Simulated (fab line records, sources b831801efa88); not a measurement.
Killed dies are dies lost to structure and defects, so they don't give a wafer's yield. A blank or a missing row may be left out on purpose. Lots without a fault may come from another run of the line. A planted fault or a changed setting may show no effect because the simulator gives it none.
Chamber matching | flow sky130 | SKY_FIELD_ISO_ETCH_14 on rie_diel-02: 4 sister chambers
The step etches BARC in N2/H2, stops on SiO2, time 45.9 s, target depth 60 nm. 4 wafers are shown with their chamber, then 9 later ones without.

WAFERS WITH THEIR CHAMBER
wafer  | chamber | throttle_valve_pct (%)
L083.6 | 2       | 13.228
L086.1 | 3       | 13.199
L086.3 | 1       | 13.233
L086.5 | 0       | 13.225

WAFERS WITHOUT THEIR CHAMBER
wafer  | throttle_valve_pct (%)
L088.2 | 13.235
L088.3 | 13.217
L088.6 | 13.236
L091.1 | 13.220
L091.3 | 13.222
L091.4 | 13.207
L096.1 | 13.237
L096.3 | 13.222
L096.4 | 13.221

WHICH CHAMBER EACH WENT THROUGH
wafer  | from the rows above          | in truth
L088.2 | can't be placed: 1 or 2 or 0 | 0
L088.3 | can't be placed: 0 or 2 or 1 | 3
L088.6 | can't be placed: 1 or 2 or 0 | 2
L091.1 | can't be placed: 0 or 2 or 1 | 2
L091.3 | can't be placed: 0 or 2 or 1 | 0
L091.4 | 3                            | 3
L096.1 | can't be placed: 1 or 2 or 0 | 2
L096.3 | can't be placed: 0 or 2 or 1 | 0
L096.4 | can't be placed: 0 or 2 or 1 | 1
Placed correctly: 1 of 9. Can't be placed from these rows: 8 (the true chamber is among the candidates in 7). Placed wrongly: 0.
How it was worked out, from the rows above alone: a wafer's distance from a chamber is the root of the sum, over the readings, of the square of ((its reading less the chamber's mean) divided by the reading's scatter). The wafer belongs to the nearest chamber; if the next one is less than 2 further off, it can't be placed. A chamber's mean is the mean of its shown wafers. The scatter: with one shown wafer a chamber, the root of the mean of the squares of how far each hidden wafer lies from its nearest shown one.
